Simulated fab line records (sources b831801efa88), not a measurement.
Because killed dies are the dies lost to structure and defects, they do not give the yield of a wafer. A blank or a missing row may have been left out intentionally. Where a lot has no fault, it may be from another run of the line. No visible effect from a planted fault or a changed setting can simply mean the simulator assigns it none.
fab line records	flow sfqLine
record: lots: 14	wafers: 42	lastDay: 93
route steps=325 shown I4@173 C5@246 M6@262 I6@267
lots that met no fault: taken from a fault-free run of the same line
startH: hours from the record's opening day to when the first of the lot's shown wafers began	waitH: hours since the lot's step before	" identical to the entry in the row above	L1.1+2: a single row standing in for several wafers	- no value, or no start given	* or withheld: withheld	< > ~ a bound
route shown NAME@n: NAME is a module with steps in the file, n the number in the route of the first one	usual: mean/standard deviation taken from wafers without a fault	same: alike in all rows	chamber/n: place in a boat	sites: each site's reading	_std_site: their standard deviation	_edge_site: the outer-site mean with the inner-site mean subtracted	radiusMm: for every site, how far away it sits from the centre of the wafer	mask NAME#n: copy n	behind: the tool/chamber that last shaped the wafer	hold: why the lot was held/for how many hours/how that ended	device: which transistor (n, p or np) failed to switch	end of line: the tests these same wafers got at the end of their route	a step given without rows: its recipe and nothing more	killed: dies lost to structure and defects at the first sort, not the wafer's yield	map: per-die view of a wafer (x killed, . not killed, _ where there is no die)
set.NAME: setting as actually run; set.NAME@STEP: the setting as run at that earlier step	model.NAME: the simulator's own value behind a step, which no gauge read
route steps across a sampled set of lots; one table per step, one row per wafer
services: a tool's chamber out of use, with start hour (startH, from the record's first day; less than 0 if before it), hours out, and reason
== steps ==
step: SFQ_I4_OVL_MEAS_928
usual: I4_OVL: -2/5.2
lot.wafer	tool	chamber	startH	waitH	I4_OVL[nm]
L689.2	overlay-02	-	1097.90	0.1	-4
L689.3	"	-	"	"	-7
L689.6	"	-	"	"	-7
L690.1	overlay-02	-	1099.09	0.1	-6
L690.3	"	-	"	"	-12
L690.4	"	-	"	"	-10
L691.2	overlay-02	-	1109.06	0.1	-6
L691.3	"	-	"	"	-2
L691.6	"	-	"	"	3
L692.2	overlay-02	-	1155.96	0.1	-8
L692.5	"	-	"	"	-2
L692.6	"	-	"	"	-4
L693.4	overlay-02	-	1157.17	0.1	-1
L693.5	"	-	"	"	-4
L693.6	"	-	"	"	-9
L694.1	overlay-02	-	1158.35	0.1	-3
L694.3	"	-	"	"	3
L694.4	"	-	"	"	1
L697.1	overlay-01	-	1331.68	0.1	-3
L697.4	"	-	"	"	1
L697.5	"	-	"	"	1
L700.3	overlay-01	-	1335.29	0.1	-1
L700.4	"	-	"	"	-2
L700.5	"	-	"	"	-10
L707.2	overlay-01	-	1445.51	0.1	3
L707.3	"	-	"	"	2
L707.4	"	-	"	"	-2
L708.4	overlay-01	-	1448.39	0.1	-1
L708.5	"	-	"	"	2
L708.6	"	-	"	"	-2
L709.2	overlay-02	-	1451.38	0.1	-10
L709.4	"	-	"	"	-5
L709.5	"	-	"	"	-8
L710.1	overlay-02	-	1452.77	0.1	-5
L710.2	"	-	"	"	-5
L710.3	"	-	"	"	1
L711.1	overlay-02	-	1459.01	0.1	-2
L711.3	"	-	"	"	-3
L711.6	"	-	"	"	-4
L712.1	overlay-01	-	1465.82	0.1	9
L712.3	"	-	"	"	9
L712.4	"	-	"	"	6
step: SFQ_C5_OVL_MEAS_937
usual: C5_OVL: -2/6.3
lot.wafer	tool	chamber	startH	waitH	C5_OVL[nm]
L689.2	overlay-01	-	1604.00	0.1	-3
L689.3	"	-	"	"	-4
L689.6	"	-	"	"	-4
L690.1	overlay-01	-	1606.39	0.1	-11
L690.3	"	-	"	"	-15
L690.4	"	-	"	"	-11
L691.2	overlay-02	-	1610.21	0.1	3
L691.3	"	-	"	"	3
L691.6	"	-	"	"	-2
L692.2	overlay-01	-	1661.36	0.1	7
L692.5	"	-	"	"	5
L692.6	"	-	"	"	-3
L693.4	overlay-01	-	1766.18	0.1	-4
L693.5	"	-	"	"	1
L693.6	"	-	"	"	-6
L694.1	overlay-02	-	1767.36	0.1	-3
L694.3	"	-	"	"	0
L694.4	"	-	"	"	-7
L697.1	overlay-02	-	1784.16	0.1	-5
L697.4	"	-	"	"	-7
L697.5	"	-	"	"	0
L700.3	overlay-01	-	1790.17	0.1	0
L700.4	"	-	"	"	2
L700.5	"	-	"	"	-3
L707.2	overlay-01	-	1859.86	0.1	3
L707.3	"	-	"	"	3
L707.4	"	-	"	"	3
L708.4	overlay-01	-	1861.08	0.1	-9
L708.5	"	-	"	"	-4
L708.6	"	-	"	"	-5
L709.2	overlay-01	-	1862.26	0.1	-16
L709.4	"	-	"	"	-5
L709.5	"	-	"	"	-3
L710.1	overlay-01	-	1863.46	0.1	-3
L710.2	"	-	"	"	-1
L710.3	"	-	"	"	1
L711.1	overlay-01	-	1864.66	0.1	5
L711.3	"	-	"	"	3
L711.6	"	-	"	"	2
L712.1	overlay-01	-	1865.86	0.1	8
L712.3	"	-	"	"	3
L712.4	"	-	"	"	12
step: SFQ_TRILAYER_M6_BARC_OPEN_METAL_ETCH_206
recipe: maskMaterial: PR	chemistry: O2	targetDepthNm: 125	target: BARC	icpW: 600	biasW: 80	pressureMtorr: 10	timeS: 41.7
usual: drypumpMotorCurrentA: 6.2/0.41	heBacksideLeakSccm: 3.6/0.46	oesProductAu: 0.685/0.0046
lot.wafer	tool	chamber	startH	waitH	drypumpMotorCurrentA	heBacksideLeakSccm	oesProductAu	rfHoursCounterH
L689.2	rieMetal-02	0	1703.56	0.0	6.4	3.6	0.687	29
L689.3	"	1	"	"	6.8	3.7	0.689	-
L689.6	"	1	"	"	6.8	3.5	0.685	-
L690.1	rieMetal-02	1	1707.16	0.0	6.8	6.8	0.686	86
L690.3	"	0	"	"	6.4	3.5	0.688	-
L690.4	"	1	"	"	6.8	3.6	0.686	-
L691.2	rieMetal-01	1	1709.56	0.0	5.9	3.2	0.689	25
L691.3	"	0	"	"	5.8	3.2	0.682	-
L691.6	"	1	"	"	5.9	3.3	0.685	-
L692.2	rieMetal-02	1	1715.52	0.0	6.8	3.6	0.686	88
L692.5	"	0	"	"	6.3	3.6	0.676	-
L692.6	"	1	"	"	6.8	3.7	0.669	-
L693.4	rieMetal-01	0	1823.79	0.0	5.8	3.4	0.682	-
L693.5	"	0	"	"	5.7	3.2	0.678	-
L693.6	"	1	"	"	5.9	3.6	0.686	-
L694.1	rieMetal-01	1	1826.01	0.0	5.9	3.3	0.685	40
L694.3	"	1	"	"	5.9	3.7	0.688	-
L694.4	"	0	"	"	5.7	3.2	0.688	-
L697.1	rieMetal-02	0	1841.61	0.0	6.4	3.6	0.691	46
L697.4	"	1	"	"	6.8	3.6	0.686	-
L697.5	"	0	"	"	6.4	3.6	0.686	-
L700.3	rieMetal-02	0	1846.43	0.0	6.4	3.5	0.691	-
L700.4	"	1	"	"	6.8	3.7	0.689	-
L700.5	"	1	"	"	6.8	3.7	0.686	-
L707.2	rieMetal-02	0	1936.42	0.0	6.4	3.7	0.684	63
L707.3	"	1	"	"	6.8	3.7	0.684	-
L707.4	"	0	"	"	6.4	3.8	0.687	-
L708.4	rieMetal-02	1	1938.84	0.0	6.7	3.6	0.686	-
L708.5	"	0	"	"	6.4	3.4	0.681	-
L708.6	"	1	"	"	6.8	3.6	0.686	-
L709.2	rieMetal-02	0	1941.22	0.0	6.4	3.7	0.681	64
L709.4	"	1	"	"	6.8	3.6	0.687	-
L709.5	"	0	"	"	6.4	3.5	0.689	-
L710.1	rieMetal-04	0	1944.82	0.0	5.7	3.3	0.681	76
L710.2	"	1	"	"	6.2	3.5	0.686	38
L710.3	"	0	"	"	5.7	3.5	0.686	-
L711.1	rieMetal-04	1	1947.22	0.0	6.2	3.4	0.688	39
L711.3	"	1	"	"	6.2	3.6	0.680	-
L711.6	"	1	"	"	6.2	3.6	0.690	-
L712.1	rieMetal-02	0	1948.42	0.0	6.3	3.6	0.689	65
L712.3	"	0	"	"	6.4	3.6	0.691	-
L712.4	"	1	"	"	6.8	3.8	0.685	-
step: SFQ_TRILAYER_I6_CMP_CMP_166
recipe: material: SiO2	downForcePsi: 3	platenRpm: 60	padVelocityMS: 0.94248
usual: motorCurrentA: 10.5/1.3	timeToEndpointS: 211/6.7
lot.wafer	tool	chamber	startH	waitH	motorCurrentA	timeToEndpointS
L689.2	cmp-02	1	1704.59	0.0	9.8	208
L689.3	"	3	1705.59	1.0	10.0	214
L689.6	"	1	1706.59	2.0	9.9	222
L690.1	cmp-01	2	1708.19	0.0	11.0	212
L690.3	"	0	1709.19	1.0	10.9	214
L690.4	"	1	"	"	10.2	220
L691.3	cmp-02	1	1710.59	0.0	9.5	202
L691.2	"	2	"	"	9.6	212
L691.6	"	1	1712.59	2.0	9.7	215
L692.2	cmp-01	3	1718.03	1.5	8.9	217
L692.5	"	1	1719.03	2.5	10.9	225
L692.6	"	2	"	"	11.4	219
L693.4	cmp-01	3	1827.05	2.2	8.4	201
L693.5	"	2	1828.55	3.7	11.6	215
L693.6	"	3	"	"	8.2	213
L694.3	cmp-01	3	1829.55	2.4	9.0	211
L694.4	"	1	1830.55	3.3	11.0	201
L694.1	"	2	"	"	11.4	190
L697.4	cmp-02	3	1851.34	8.7	9.7	214
L697.1	"	0	"	"	13.0	209
L697.5	"	2	1852.84	10.2	9.7	220
L700.4	cmp-01	3	1860.05	12.6	8.4	209
L700.3	"	1	1861.05	13.6	11.1	212
L700.5	"	2	"	"	11.6	203
L707.4	cmp-01	0	1937.46	0.0	10.9	216
L707.2	"	1	"	"	11.1	219
L707.3	"	3	1938.96	1.5	8.7	210
L708.4	cmp-01	3	1940.46	0.6	8.6	214
L708.6	"	3	1942.46	2.6	8.4	210
L708.5	"	0	"	"	11.4	217
L709.2	cmp-01	3	1943.96	1.7	9.1	204
L709.4	"	1	1944.96	2.7	10.9	208
L709.5	"	2	"	"	10.7	208
L710.1	cmp-01	1	1946.46	0.6	11.1	213
L710.2	"	2	"	"	11.6	204
L710.3	"	3	"	"	8.3	207
L711.3	cmp-01	0	1951.41	3.2	11.2	193
L711.1	"	3	1952.91	4.7	8.7	199
L711.6	"	1	1953.91	5.6	11.6	216
L712.3	cmp-02	2	1952.16	2.7	10.2	211
L712.1	"	3	"	"	10.3	213
L712.4	"	0	"	"	13.1	216
step: SFQ_TRILAYER_I6_METRO_MEASURE_167
usual: thkNm: 199.7/0.93
lot.wafer	tool	chamber	startH	waitH	thkNm
L689.2	filmMetro-03	-	1707.91	0.3	200.1
L689.3	"	-	"	"	200.4
L689.6	"	-	"	"	199.9
L690.1	filmMetro-04	-	1711.31	0.1	201.0
L690.3	"	-	"	"	200.4
L690.4	"	-	"	"	201.6
L691.2	filmMetro-03	-	1713.91	0.3	199.4
L691.3	"	-	"	"	198.8
L691.6	"	-	"	"	198.8
L692.2	filmMetro-04	-	1720.35	0.3	201.0
L692.5	"	-	"	"	200.4
L692.6	"	-	"	"	198.6
L693.4	filmMetro-01	-	1830.27	0.6	220.9
L693.5	"	-	"	"	199.9
L693.6	"	-	"	"	200.8
L694.1	filmMetro-04	-	1832.67	0.1	218.6
L694.3	"	-	"	"	200.9
L694.4	"	-	"	"	220.2
L697.1	filmMetro-03	-	1853.96	0.1	197.9
L697.4	"	-	"	"	198.1
L697.5	"	-	"	"	198.5
L700.3	filmMetro-01	-	1863.07	0.5	201.5
L700.4	"	-	"	"	200.8
L700.5	"	-	"	"	199.0
L707.2	filmMetro-01	-	1940.78	0.3	199.0
L707.3	"	-	"	"	199.4
L707.4	"	-	"	"	199.4
L708.4	filmMetro-04	-	1944.18	0.6	199.7
L708.5	"	-	"	"	199.4
L708.6	"	-	"	"	200.2
L709.2	filmMetro-03	-	1946.78	0.3	199.7
L709.4	"	-	"	"	199.4
L709.5	"	-	"	"	198.9
L710.1	filmMetro-03	-	1949.58	0.1	200.3
L710.2	"	-	"	"	199.0
L710.3	"	-	"	"	198.2
L711.1	filmMetro-01	-	1954.53	0.1	199.5
L711.3	"	-	"	"	198.9
L711.6	"	-	"	"	199.7
L712.1	filmMetro-04	-	1954.78	0.1	201.0
L712.3	"	-	"	"	200.1
L712.4	"	-	"	"	200.0
step: SFQ_TRILAYER_I6_VIA_ETCH_VIA_ETCH_172
recipe: target: SiO2	stopOn: Nb	maskMaterial: PR	taperDeg: 20	chemistry: CHF3	targetDepthNm: 260	sourceW: 500	biasW: 80	pressureMtorr: 30	timeS: withheld
usual: drypumpMotorCurrentA: 5.8/0.42	oesProductAu: 0.854/0.005
lot.wafer	tool	chamber	startH	waitH	drypumpMotorCurrentA	oesProductAu
L689.2	rieDiel-03	3	1811.83	0.0	4.9	0.849
L689.3	"	1	"	"	5.7	0.853
L689.6	"	3	"	"	4.9	0.850
L690.1	rieDiel-02	0	1817.83	0.0	6.2	0.853
L690.3	"	1	"	"	5.8	0.859
L690.4	"	0	"	"	6.2	0.859
L691.2	rieDiel-04	1	1821.43	0.0	5.7	0.855
L691.3	"	0	"	"	5.9	0.854
L691.6	"	3	"	"	6.4	0.853
L692.2	rieDiel-03	1	1825.03	0.0	5.7	0.857
L692.5	"	3	"	"	4.9	0.865
L692.6	"	2	"	"	6.3	0.857
L693.4	rieDiel-03	2	1871.99	0.1	6.3	0.911
L693.5	"	1	"	"	5.7	0.853
L693.6	"	3	"	"	4.9	0.854
L694.1	rieDiel-02	1	1874.33	0.0	5.8	0.896
L694.3	"	3	"	"	6.1	0.863
L694.4	"	0	"	"	6.2	0.899
L697.1	rieDiel-04	2	1883.73	0.0	5.3	0.855
L697.4	"	3	"	"	6.4	0.848
L697.5	"	1	"	"	5.6	0.841
L700.3	rieDiel-04	3	1888.53	0.0	6.4	0.857
L700.4	"	3	"	"	6.4	0.855
L700.5	"	1	"	"	5.6	0.855
L707.2	rieDiel-02	1	1967.59	0.0	5.8	0.856
L707.3	"	2	"	"	5.6	0.854
L707.4	"	3	"	"	6.2	0.852
L708.4	rieDiel-02	0	1971.19	0.0	6.3	0.860
L708.5	"	3	"	"	6.1	0.850
L708.6	"	2	"	"	5.6	0.854
L709.2	rieDiel-04	1	1978.81	0.0	5.6	0.847
L709.4	"	2	"	"	5.4	0.849
L709.5	"	0	"	"	5.9	0.858
L710.1	rieDiel-03	0	1982.41	0.0	5.7	0.856
L710.2	"	3	"	"	4.9	0.853
L710.3	"	2	"	"	6.3	0.855
L711.1	rieDiel-02	0	1987.21	0.0	6.2	0.850
L711.3	"	3	"	"	6.1	0.850
L711.6	"	1	"	"	5.8	0.854
L712.1	rieDiel-03	1	1988.41	0.0	5.7	0.861
L712.3	"	2	"	"	6.3	0.851
L712.4	"	0	"	"	5.7	0.851
== services ==
tool	chamber	startH	hours	kind
filmMetro-03	-	1679.83	0.8	pm
filmMetro-04	-	1698.76	0.5	pm
filmMetro-03	-	1709.85	0.6	pm
rieDiel-03	1	1716.29	2.5	repair
rieMetal-02	-	1719.87	0.2	repair
cmp-01	-	1729.04	6.8	repair
rieDiel-03	1	1729.25	2.5	repair
rieDiel-03	-	1747.39	2.8	pm
filmMetro-04	-	1753.85	0.4	pm
cmp-01	-	1770.85	4.0	pm
cmp-01	-	1778.39	5.2	repair
filmMetro-04	-	1788.79	1.5	pm
cmp-01	-	1814.68	5.8	pm
rieMetal-02	0	1816.86	16.9	repair
rieMetal-02	-	1832.20	5.5	repair
filmMetro-04	-	1839.87	0.7	pm
rieDiel-03	0	1841.63	44.4	repair
cmp-01	-	1845.63	1.3	repair
rieDiel-02	2	1845.66	3.3	repair
filmMetro-03	-	1867.16	1.4	pm
filmMetro-03	-	1878.62	0.6	pm
rieMetal-02	-	1888.52	0.1	repair
cmp-01	-	1904.34	1.3	repair
cmp-01	-	1918.80	0.6	repair
== key ==
firstSign: step: SFQ_TRILAYER_I6_CMP_CMP_166	reading: timeToEndpointS	direction: down	sigmas: 2.1	usual: *	struck: *
effect: step: SFQ_TRILAYER_I6_METRO_MEASURE_167	reading: thkNm	direction: up	sigmas: 22	usual: 199.7	struck: 219.9
effect: step: SFQ_TRILAYER_I6_VIA_ETCH_VIA_ETCH_172	reading: oesProductAu	direction: up	sigmas: 9.6	usual: 0.854	struck: 0.902
metAt SFQ_TRILAYER_I6_CMP_CMP_166
struckLots L693,L694
struckWafers L693.4,L694.1,L694.4
notActingAt SFQ_I4_OVL_MEAS_928,SFQ_C5_OVL_MEAS_937,SFQ_TRILAYER_M6_BARC_OPEN_METAL_ETCH_206
fault: kind: processParameterDrift	tool: cmp-01	chamber: -	onsetH: 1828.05	steps: SFQ_TRILAYER_I6_CMP_CMP_166	channel: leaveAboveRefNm	offset: 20	shape: step	endH: 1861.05	scope: struckWafersOnly	actsIn: theseRecipesOnly	stated: 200
